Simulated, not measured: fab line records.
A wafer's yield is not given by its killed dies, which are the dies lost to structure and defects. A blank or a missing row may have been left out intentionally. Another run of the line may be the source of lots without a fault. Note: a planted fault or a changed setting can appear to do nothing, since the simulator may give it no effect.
Which tool is to blame? + flow sky130 + 36 wafers from 12 lots sampled at 2 of the route's 708 steps

== WHAT THE GAUGES SHOWED, per wafer ==
SKY_METAL1_THK_MEAS_06: measures by xrf.
| lot  | measured     | on           | METAL1_ALCU_THK (nm) |
|------|--------------|--------------|----------------------|
| L663 | day 31 06:42 | filmMetro-04 | 250.5 254.7 253.0    |
| L665 | day 32 03:05 | filmMetro-02 | 252.5 251.1 250.8    |
| L666 | day 32 06:37 | filmMetro-03 | 251.7 250.9 253.3    |
| L667 | day 32 18:24 | filmMetro-04 | 258.0 252.8 257.1    |
| L668 | day 33 14:16 | filmMetro-02 | 254.6 255.4 253.7    |
| L670 | day 34 01:34 | filmMetro-04 | 251.2 251.1 250.1    |
| L672 | day 34 19:58 | filmMetro-03 | 252.8 247.7 256.2    |
| L675 | day 36 07:53 | filmMetro-03 | 251.1 249.7 251.9    |
| L679 | day 36 20:24 | filmMetro-04 | 250.5 251.6 248.5    |
| L678 | day 36 21:33 | filmMetro-03 | 249.2 246.9 248.2    |
| L685 | day 38 09:18 | filmMetro-02 | 249.4 247.9 250.6    |
| L686 | day 38 20:24 | filmMetro-04 | 256.4 251.7 252.1    |

== TOOL THAT RAN EACH LOT (tool first, then ch and the chambers of the sampled wafers, then the start) ==
| lot  | SKY_CONTACT_ETCH_18                          |
|------|----------------------------------------------|
| L663 | rieDiel-03 ch 0,1,2, day 31 06:42 or earlier |
| L665 | rieDiel-03 ch 0,1,3, day 32 03:05 or earlier |
| L666 | rieDiel-02 ch 0,1, day 32 06:37 or earlier   |
| L667 | rieDiel-04 ch 0,2,3, day 32 18:24 or earlier |
| L668 | rieDiel-02 ch 0,1,2, day 33 14:16 or earlier |
| L670 | rieDiel-02 ch 0,2, day 34 01:34 or earlier   |
| L672 | rieDiel-04 ch 1,3, day 34 19:58 or earlier   |
| L675 | rieDiel-04 ch 1,2, day 36 07:53 or earlier   |
| L679 | rieDiel-02 ch 0,3, day 36 20:24 or earlier   |
| L678 | rieDiel-03 ch 1,2, day 36 21:33 or earlier   |
| L685 | rieDiel-02 ch 0,2,3, day 38 09:18 or earlier |
| L686 | rieDiel-03 ch 0,3, day 38 20:24 or earlier   |
- SKY_CONTACT_ETCH_18: etches Si3N4 in CHF3/O2, stops on TiN, time 39 s, target depth 75 nm.

== AS READ BY THE TOOLS THEMSELVES (means over the sampled wafers that have a number; for cases with no such wafer, the mark the record gives instead) ==
SKY_CONTACT_ETCH_18.
| lot  | tool       | drypumpMotorCurrentA (A) | oesProductAu (a.u.) | throttleValvePct (%) |
|------|------------|--------------------------|---------------------|----------------------|
| L663 | rieDiel-03 | 5.8                      | 0.850               | 8.798                |
| L665 | rieDiel-03 | 5.9                      | 0.847               | 8.781                |
| L666 | rieDiel-02 | 5.6                      | 0.851               | 8.799                |
| L667 | rieDiel-04 | 5.7                      | 0.856               | 8.796                |
| L668 | rieDiel-02 | 5.7                      | 0.855               | 8.791                |
| L670 | rieDiel-02 | 5.7                      | 0.846               | 8.791                |
| L672 | rieDiel-04 | 5.4                      | 0.853               | 8.788                |
| L675 | rieDiel-04 | 5.9                      | 0.859               | 8.798                |
| L679 | rieDiel-02 | 5.2                      | 0.851               | 8.798                |
| L678 | rieDiel-03 | 5.9                      | 0.849               | 8.783                |
| L685 | rieDiel-02 | 5.5                      | 0.844               | 8.794                |
| L686 | rieDiel-03 | 5.8                      | 0.854               | 8.796                |

== THE ANSWER, worked out from the rows above alone ==
Rule: usual is defined by the lots themselves. Put in order of their means at a reading, lots are off if they are a third of the lots or fewer, leave a main group of 4 or more, and stand apart from it by a gap of 3 or more times the standard deviation of the main group's means; of several such gaps the widest counts. A main group whose means are all the same, to the digits that the tables above print for the reading, isn't used. A lot without any number at a reading at which 4 lots or more have one is off too. Where the step has rows for the other lots, those lots are counted as sound. The gauges are gone through in route order, then the tools' own readings, and for those a lot's mean is taken as printed above. The first step at which some lot is off is used, and at that step the reading that is off furthest; a lot without a number counts as furthest.
None of the lots is off at any reading shown; this tells nothing.

== WHAT WAS PUT IN BY THE SIMULATOR ==
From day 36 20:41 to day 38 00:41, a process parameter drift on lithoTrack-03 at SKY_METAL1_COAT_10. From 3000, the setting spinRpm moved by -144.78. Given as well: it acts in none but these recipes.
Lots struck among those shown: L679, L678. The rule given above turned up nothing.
